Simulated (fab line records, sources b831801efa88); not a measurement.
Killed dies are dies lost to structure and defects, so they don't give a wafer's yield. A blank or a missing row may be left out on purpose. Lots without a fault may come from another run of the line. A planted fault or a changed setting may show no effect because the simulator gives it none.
fab line records | flow sky130
record lots=6 wafers=18 last_day=49
route steps=708 shown LDD_HVN@274 LDD_HVP@278 LDD_LDN@289 PAD_OPEN@708
lots that met no fault: from a run of the same line without faults
start_h: hours from the record's first day to the start of the lot's first wafer shown | wait_h: hours since the lot's step before | " the same as in the row above | L1.1+2: a row that stands for several wafers | - no value, or no start given | * or withheld: withheld | < > ~ a bound
route shown NAME@n: a module of which the file shows steps, and the number in the route of the first | usual: mean/standard deviation of fault-free wafers | same: alike in all rows | chamber/n: place in a boat | sites: the reading at each site | _std_site: their standard deviation | _edge_site: outer sites' mean less inner sites' | radius_mm: how far each site lies from the wafer's centre | mask NAME#n: copy n | behind: the tool/chamber that last shaped the wafer | hold: why the lot was held/for how many hours/how that ended | device: the transistor (n, p or np) that didn't switch | end of line: the same wafers' tests at the end of the route | a step without rows: its recipe alone | killed: dies lost to structure and defects at the first sort, not the wafer's yield | map: a wafer's dies, x killed, . not, _ none there
set.NAME: the setting as run; set.NAME@STEP: as run at that earlier step | model.NAME: the simulator's own value behind a step, which no gauge read
lots at some steps of the route; a table a step, a row a wafer
services: from which hour (start_h, from the record's first day; less than 0 if before it) a tool's chamber was out of use, for how many hours, and why
## steps
# step SKY_LDD_HVN_OVL_MEAS_07
# usual LDD_HVN_OVL=-1.1/1.4
# columns lot.wafer tool chamber start_h wait_h LDD_HVN_OVL[nm]
L325.3 overlay-02 - 484.85 0.1 1.2
L325.4 " - " " -0.8
L325.5 " - " " 0.8
L327.1 overlay-01 - 507.29 0.1 -1.5
L327.2 " - " " -3.2
L327.6 " - " " -1.3
L339.1 overlay-02 - 608.35 0.1 -0.6
L339.3 " - " " -1.6
L339.5 " - " " -1.5
L340.2 overlay-02 - 616.13 0.1 -0.1
L340.3 " - " " -0.6
L340.6 " - " " -2.0
L341.4 overlay-02 - 621.97 0.1 -1.7
L341.5 " - " " -1.9
L341.6 " - " " -1.9
L343.3 overlay-01 - 638.37 0.1 -2.7
L343.4 " - " " -1.0
L343.5 " - " " -2.8
# step SKY_LDD_HVN_IMPLANT_08
# recipe species=P energy_kev=60 dose_cm2=3e+13 tilt_deg=40
# step SKY_LDD_HVN_STRIP_09
# recipe chemistry=O2/N2 power_w=1400 pressure_mtorr=1500 platen_temp_c=withheld o2_flow_sccm=3000 n2_flow_sccm=300 overash_fraction=0.5
# usual drypump_motor_current_A=5.8/0.41 oes_product_au=0.408/0.0044 strip_time_to_endpoint_s=4.136/0.014
# columns lot.wafer tool chamber start_h wait_h drypump_motor_current_A oes_product_au rf_hours_counter_h strip_time_to_endpoint_s
L325.3 plasma_asher-03 1 485.06 0.1 5.3 0.413 - 4.136
L325.4 " 0 " " 6.4 0.412 - 4.125
L325.5 " 0 " " 6.4 0.409 - 4.132
L327.1 plasma_asher-02 1 507.48 0.1 5.7 0.411 39 4.148
L327.2 " 0 " " 5.4 0.415 39 4.124
L327.6 " 0 " " 5.4 0.409 - 4.127
L339.1 plasma_asher-03 1 608.54 0.1 5.3 0.405 78 4.134
L339.3 " 0 " " 6.4 0.406 - 4.131
L339.5 " 0 " " 6.4 0.400 - 4.146
L340.2 plasma_asher-01 1 616.31 0.1 5.9 0.403 20 4.177
L340.3 " 0 " " 5.8 0.411 - 4.158
L340.6 " 1 " " 5.9 0.414 - 4.165
L341.4 plasma_asher-03 0 622.17 0.1 6.4 0.409 - 4.107
L341.5 " 0 " " 6.4 0.422 - 4.130
L341.6 " 1 " " 5.3 0.412 - 4.118
L343.3 plasma_asher-03 0 638.57 0.1 6.4 0.409 - 4.141
L343.4 " 1 " " 5.3 0.410 - 4.146
L343.5 " 0 " " 6.4 0.400 - 4.149
# step SKY_LDD_HVN_TW_MEAS_10
# usual LDD_HVN_TW=1431/8.5
# columns lot.wafer tool chamber start_h wait_h LDD_HVN_TW
L325.3 film_metro-01 - 485.15 0.1 1441
L325.4 " - " " 1445
L325.5 " - " " 1441
L327.1 film_metro-01 - 507.58 0.1 1432
L327.2 " - " " 1426
L327.6 " - " " 1430
L339.1 film_metro-01 - 608.64 0.1 1427
L339.3 " - " " 1434
L339.5 " - " " 1430
L340.2 film_metro-04 - 616.42 0.1 1425
L340.3 " - " " 1432
L340.6 " - " " 1428
L341.4 film_metro-02 - 622.27 0.1 1441
L341.5 " - " " 1441
L341.6 " - " " 1445
L343.3 film_metro-04 - 638.66 0.1 1433
L343.4 " - " " 1441
L343.5 " - " " 1436
# step SKY_LDD_HVP_DEHYDRATE_00
# recipe temp_c=200 time_s=60
# step SKY_LDD_HVP_HMDS_01
# recipe prime_time_s=60 prime_temp_c=120
# step SKY_LDD_HVP_COAT_02
# recipe resist=NOVOLAK spin_rpm=3000 resist_thk_nm=300
# step SKY_LDD_HVP_SOFTBAKE_03
# recipe temp_c=90 time_s=60 resist=NOVOLAK
# step SKY_LDD_HVP_EXPOSE_04
# recipe mask_id=HVPTM na=0.6 source_shape=conventional sigma_outer=0.6 polarization=unpolarized target_cd_nm=700 dose_mj=86
# step SKY_LDD_HVP_PEB_05
# recipe temp_c=withheld time_s=* resist=NOVOLAK
# step SKY_LDD_HVP_DEVELOP_06
# recipe resist=NOVOLAK developer=TMAH develop_time_s=60 dev_temp_c=23
# step SKY_LDD_HVP_OVL_MEAS_07
# usual LDD_HVP_OVL=-0.9/1.6
# columns lot.wafer tool chamber start_h wait_h LDD_HVP_OVL[nm]
L325.3 overlay-01 - 515.21 0.1 -5.4
L325.4 " - " " -3.5
L325.5 " - " " -1.1
L327.1 overlay-01 - 536.97 0.1 0.1
L327.2 " - " " 0.5
L327.6 " - " " -0.5
L339.1 overlay-01 - 637.10 0.1 0.7
L339.3 " - " " 0.6
L339.5 " - " " 0.7
L340.2 overlay-01 - 644.81 0.1 -1.8
L340.3 " - " " 0.8
L340.6 " - " " -0.6
L341.4 overlay-02 - 650.22 0.1 -2.2
L341.5 " - " " -2.2
L341.6 " - " " -2.7
L343.3 overlay-02 - 666.41 0.1 -0.8
L343.4 " - " " -2.5
L343.5 " - " " -4.8
# step SKY_LDD_HVP_IMPLANT_08
# recipe species=B energy_kev=20 dose_cm2=1.7e+13 tilt_deg=17.9
# usual beam_energy_keV=19.999/0.0063 dose_ions_cm2=1.7004e+13/2e+10 faraday_current_uA=95.8/2
# columns lot.wafer tool chamber start_h wait_h beam_energy_keV dose_ions_cm2 faraday_current_uA
L325.3 implanter-01 0 515.29 0.1 20.008 1.7006e+13 98.5
L325.4 " 0 " " 20.004 1.7006e+13 101.0
L325.5 " 0 " " 20.010 1.6986e+13 95.3
L327.1 implanter-03 0 537.01 0.0 19.994 1.7015e+13 92.4
L327.2 " 0 " " 20.001 1.7018e+13 94.7
L327.6 " 0 " " 19.999 1.6996e+13 97.4
L339.1 implanter-04 0 637.14 0.0 20.010 1.7015e+13 95.8
L339.3 " 0 " " 20.012 1.6999e+13 95.5
L339.5 " 0 " " 19.999 1.7005e+13 96.9
L340.2 implanter-03 0 644.87 0.0 20.001 1.4342e+13 82.5
L340.3 " 0 " " 19.997 1.4377e+13 79.9
L340.6 " 0 " " 19.997 1.4376e+13 81.7
L341.4 implanter-01 0 650.31 0.1 20.001 1.7008e+13 95.7
L341.5 " 0 " " 20.006 1.6989e+13 91.9
L341.6 " 0 " " 20.005 1.7006e+13 92.5
L343.3 implanter-03 0 666.49 0.1 19.990 1.4386e+13 79.1
L343.4 " 0 " " 20.004 1.4392e+13 80.0
L343.5 " 0 " " 19.986 1.4355e+13 83.9
# step SKY_LDD_HVP_STRIP_09
# recipe chemistry=O2/N2 power_w=1400 pressure_mtorr=1500 platen_temp_c=withheld o2_flow_sccm=3000 n2_flow_sccm=300 overash_fraction=0.5
# usual drypump_motor_current_A=6.1/0.39 oes_product_au=0.409/0.0042 strip_time_to_endpoint_s=4.134/0.014
# columns lot.wafer tool chamber start_h wait_h drypump_motor_current_A oes_product_au rf_hours_counter_h strip_time_to_endpoint_s
L325.3 plasma_asher-04 1 515.42 0.1 6.5 0.404 - 4.138
L325.4 " 0 " " 6.4 0.401 - 4.115
L325.5 " 0 " " 6.4 0.414 - 4.137
L327.1 plasma_asher-02 0 537.16 0.1 5.4 0.405 42 4.120
L327.2 " 1 " " 5.6 0.407 42 4.118
L327.6 " 1 " " 5.7 0.410 - 4.132
L339.1 plasma_asher-01 1 637.29 0.1 6.0 0.411 23 4.130
L339.3 " 0 " " 5.8 0.410 - 4.142
L339.5 " 0 " " 5.8 0.410 - 4.142
L340.2 plasma_asher-01 0 644.99 0.1 5.8 0.409 24 4.120
L340.3 " 0 " " 5.8 0.412 - 4.160
L340.6 " 0 " " 5.8 0.411 - 4.121
L341.4 plasma_asher-01 0 650.42 0.1 5.8 0.412 - 4.134
L341.5 " 1 " " 5.9 0.411 - 4.128
L341.6 " 0 " " 5.7 0.413 - 4.121
L343.3 plasma_asher-01 1 666.62 0.1 5.9 0.403 - 4.110
L343.4 " 0 " " 5.8 0.408 - 4.131
L343.5 " 0 " " 5.8 0.401 - 4.138
# step SKY_LDD_HVP_TW_MEAS_10
# usual LDD_HVP_TW=456/3.4
# columns lot.wafer tool chamber start_h wait_h LDD_HVP_TW
L325.3 film_metro-02 - 515.51 0.1 457
L325.4 " - " " 456
L325.5 " - " " 454
L327.1 film_metro-03 - 537.26 0.1 462
L327.2 " - " " 463
L327.6 " - " " 460
L339.1 film_metro-02 - 637.39 0.1 452
L339.3 " - " " 455
L339.5 " - " " 453
L340.2 film_metro-04 - 645.10 0.1 430
L340.3 " - " " 431
L340.6 " - " " 430
L341.4 film_metro-04 - 650.52 0.1 451
L341.5 " - " " 451
L341.6 " - " " 450
L343.3 film_metro-02 - 666.71 0.1 428
L343.4 " - " " 431
L343.5 " - " " 432
# step SKY_LDD_LDN_DEHYDRATE_00
# recipe temp_c=200 time_s=60
# step SKY_PAD_OPEN_PROBE_99
# usual killed_at_M0_to_M3=43/6.5 killed_at_M4_up=3.2/1.8 killed_at_contacts=24/5 killed_at_front_end=15/4.1 killed_at_other=0.3/0.54 killed_dies=85/9.3 killed_open=47/7.2 killed_short=39/5.9
# same gross_dies=492 killed_at_back_side=0
# columns lot.wafer tool chamber start_h wait_h killed_at_M0_to_M3 killed_at_M4_up killed_at_contacts killed_at_front_end killed_at_other killed_dies killed_open killed_short model.etest.tip_p_5v.rs_ohm_sq
L325.3 prober-01 - 1086.79 0.2 48 3 18 15 0 84 49 34 2872
L325.4 prober-01 - 1086.84 0.2 58 4 24 12 1 99 52 46 2880
L325.5 prober-01 - 1086.89 0.2 38 4 25 15 0 82 46 36 2872
L327.1 prober-01 - 1104.18 0.1 47 3 26 13 0 89 52 37 2868
L327.2 prober-01 - 1104.23 0.1 35 4 18 11 0 68 40 28 2889
L327.6 prober-01 - 1104.43 0.2 43 6 21 19 0 89 39 50 2878
L339.1 prober-01 - 1167.47 0.1 27 1 30 13 0 71 40 31 2872
L339.3 prober-01 - 1167.57 0.2 38 2 24 12 0 76 40 36 2859
L339.5 prober-01 - 1167.67 0.2 38 1 26 11 0 76 44 32 2883
L340.2 prober-02 - 1177.42 0.1 30 4 26 14 1 75 39 35 3210
L340.3 prober-02 - 1177.47 0.2 38 2 20 16 0 76 39 37 3206
L340.6 prober-02 - 1177.62 0.2 36 4 28 16 0 84 43 40 3208
L341.4 prober-01 - 1179.14 0.2 46 3 25 19 0 93 55 38 2868
L341.5 prober-01 - 1179.19 0.2 46 1 23 18 0 88 44 44 2851
L341.6 prober-01 - 1179.24 0.2 29 3 20 18 0 70 41 29 2866
L343.3 prober-01 - 1186.48 0.2 41 7 19 12 0 79 31 48 3256
L343.4 prober-01 - 1186.53 0.2 37 4 21 20 0 82 46 36 3278
L343.5 prober-01 - 1186.58 0.2 49 4 22 16 0 91 47 44 3272
# killed by level:class
L325.3 VIA1:geometric_particle:open=21 CONTACT:geometric_particle:open=8 LI_CONTACT:geometric_particle:open=5 METAL3:geometric_particle:short=5 VIA1:geometric_particle:short=5 VIA2:geometric_particle:open=5 FIELD_ISO:geometric_particle:short=4 VIA3:geometric_particle:open=4
L325.4 VIA2:geometric_particle:open=12 VIA1:geometric_particle:open=11 VIA1:geometric_particle:short=10 CONTACT:geometric_particle:open=8 VIA3:geometric_particle:open=8 METAL1:geometric_particle:short=7 LI_CONTACT:geometric_particle:open=5 LOCAL_INTERCONNECT:geometric_particle:short=4
L325.5 VIA1:geometric_particle:open=9 LI_CONTACT:geometric_particle:open=8 CONTACT:geometric_particle:open=8 VIA3:geometric_particle:short=5 POLY_GATE:geometric_particle:open=5 METAL3:geometric_particle:short=5 VIA3:geometric_particle:open=5 FIELD_ISO:geometric_particle:short=4
L327.1 VIA1:geometric_particle:open=14 CONTACT:geometric_particle:open=10 VIA3:geometric_particle:open=8 VIA1:geometric_particle:short=7 LI_CONTACT:geometric_particle:open=5 POLY_GATE:geometric_particle:open=4 POLY_GATE:geometric_particle:short=4 LOCAL_INTERCONNECT:geometric_particle:short=4
L327.2 VIA1:geometric_particle:open=9 LI_CONTACT:geometric_particle:open=6 CONTACT:geometric_particle:open=6 VIA2:geometric_particle:open=4 CONTACT:geometric_particle:short=4 FIELD_ISO:geometric_particle:open=3 POLY_GATE:geometric_particle:short=3 METAL1:geometric_particle:open=3
L327.6 VIA1:geometric_particle:open=9 VIA3:geometric_particle:open=7 LOCAL_INTERCONNECT:geometric_particle:short=7 POLY_GATE:geometric_particle:short=6 FIELD_ISO:geometric_particle:short=5 CONTACT:geometric_particle:open=5 CONTACT:geometric_particle:short=5 VIA1:geometric_particle:short=5
L339.1 CONTACT:geometric_particle:open=11 LI_CONTACT:geometric_particle:open=9 VIA1:geometric_particle:open=6 CONTACT:geometric_particle:short=6 METAL1:geometric_particle:short=5 POLY_GATE:geometric_particle:short=3 METAL2:geometric_particle:short=3 VIA1:geometric_particle:short=3
L339.3 LI_CONTACT:geometric_particle:open=11 VIA1:geometric_particle:open=10 FIELD_ISO:geometric_particle:short=6 LOCAL_INTERCONNECT:geometric_particle:short=5 METAL1:geometric_particle:short=5 CONTACT:geometric_particle:open=4 VIA2:geometric_particle:open=4 METAL2:geometric_particle:short=4
L339.5 VIA1:geometric_particle:open=10 CONTACT:geometric_particle:short=7 LI_CONTACT:geometric_particle:open=6 CONTACT:geometric_particle:open=6 VIA2:geometric_particle:open=6 VIA3:geometric_particle:open=5 FIELD_ISO:geometric_particle:open=4 LOCAL_INTERCONNECT:geometric_particle:short=4
L340.2 LI_CONTACT:geometric_particle:open=7 CONTACT:geometric_particle:short=7 CONTACT:geometric_particle:open=6 VIA3:geometric_particle:open=6 LOCAL_INTERCONNECT:geometric_particle:short=5 VIA2:geometric_particle:open=5 FIELD_ISO:geometric_particle:short=4 POLY_GATE:geometric_particle:open=4
L340.3 VIA3:geometric_particle:open=9 VIA1:geometric_particle:open=6 FIELD_ISO:geometric_particle:short=5 LI_CONTACT:geometric_particle:open=5 CONTACT:geometric_particle:open=5 CONTACT:geometric_particle:short=5 VIA3:geometric_particle:short=5 POLY_GATE:geometric_particle:open=4
L340.6 CONTACT:geometric_particle:open=13 POLY_GATE:geometric_particle:short=7 VIA1:geometric_particle:open=7 LI_CONTACT:geometric_particle:open=6 METAL1:geometric_particle:short=6 METAL2:geometric_particle:short=6 LOCAL_INTERCONNECT:geometric_particle:short=5 VIA2:geometric_particle:open=5
L341.4 VIA1:geometric_particle:open=16 CONTACT:geometric_particle:open=9 LI_CONTACT:geometric_particle:open=7 VIA1:geometric_particle:short=7 POLY_GATE:geometric_particle:short=5 METAL1:geometric_particle:short=5 VIA3:geometric_particle:open=5 FIELD_ISO:geometric_particle:short=4
L341.5 METAL2:geometric_particle:short=9 VIA1:geometric_particle:open=9 LI_CONTACT:geometric_particle:open=8 CONTACT:geometric_particle:open=8 METAL1:geometric_particle:short=7 VIA2:geometric_particle:open=5 POLY_GATE:geometric_particle:short=5 VIA1:geometric_particle:short=5
L341.6 LI_CONTACT:geometric_particle:open=8 VIA3:geometric_particle:open=7 VIA1:geometric_particle:open=6 POLY_GATE:geometric_particle:short=5 CONTACT:geometric_particle:open=5 FIELD_ISO:geometric_particle:short=3 SPACER:geometric_particle:open=3 LI_CONTACT:geometric_particle:short=3
L343.3 CONTACT:geometric_particle:short=8 VIA1:geometric_particle:short=7 METAL1:geometric_particle:short=7 METAL4:geometric_particle:short=5 CONTACT:geometric_particle:open=5 VIA2:geometric_particle:open=5 METAL2:geometric_particle:short=4 VIA1:geometric_particle:open=4
L343.4 VIA1:geometric_particle:open=9 CONTACT:geometric_particle:open=8 VIA3:geometric_particle:open=7 FIELD_ISO:geometric_particle:short=6 POLY_GATE:geometric_particle:open=6 LI_CONTACT:geometric_particle:open=5 FIELD_ISO:geometric_particle:open=4 LI_CONTACT:geometric_particle:short=4
L343.5 METAL1:geometric_particle:short=10 VIA1:geometric_particle:open=7 VIA3:geometric_particle:open=7 CONTACT:geometric_particle:open=6 VIA2:geometric_particle:open=6 FIELD_ISO:geometric_particle:open=5 LI_CONTACT:geometric_particle:open=5 LOCAL_INTERCONNECT:geometric_particle:short=5
## services
# columns tool chamber start_h hours kind
implanter-04 - 499.55 1.3 repair
plasma_asher-03 - 519.73 14.6 pm
implanter-03 - 532.71 3.8 pm
plasma_asher-04 - 536.58 4.3 pm
implanter-01 - 549.96 6.8 repair
implanter-01 - 552.60 2.2 repair
plasma_asher-02 - 581.46 103.8 repair
implanter-03 - 588.00 6.2 pm
implanter-04 - 643.16 1.0 repair
plasma_asher-02 - 648.52 0.9 repair
implanter-04 - 649.87 1.2 repair
implanter-01 - 662.25 2.3 repair
## key
first_sign step=SKY_LDD_HVP_IMPLANT_08 reading=dose_ions_cm2 direction=down sigmas=99+ usual=* struck=*
effect step=SKY_LDD_HVP_IMPLANT_08 reading=faraday_current_uA direction=down sigmas=7.2 usual=95.8 struck=81.2
effect step=SKY_LDD_HVP_TW_MEAS_10 reading=LDD_HVP_TW direction=down sigmas=7.6 usual=456 struck=430
model_effect step=SKY_PAD_OPEN_PROBE_99 value=etest.tip_p_5v.rs_ohm_sq without=2860 struck=3238
met_at SKY_LDD_HVP_IMPLANT_08
struck_wafers L340.2,L340.3,L340.6,L343.3,L343.4,L343.5
tester_left_out L340,L343
onset_between 537.01 644.87
fault kind=process_parameter_drift tool=implanter-03 chamber=- onset_h=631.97 steps=SKY_LDD_HVP_IMPLANT_08 channel=dose_cm2 offset=* shape=step end_h=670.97 acts_in=* stated=*
# tester_left_out: of these lots the tester's yield and bins aren't shown, on N5 and GAA mostly nor the transistor test; their killed dies are dies lost to structure and defects alone, not to doping, threshold or leakage, so they don't give the yield
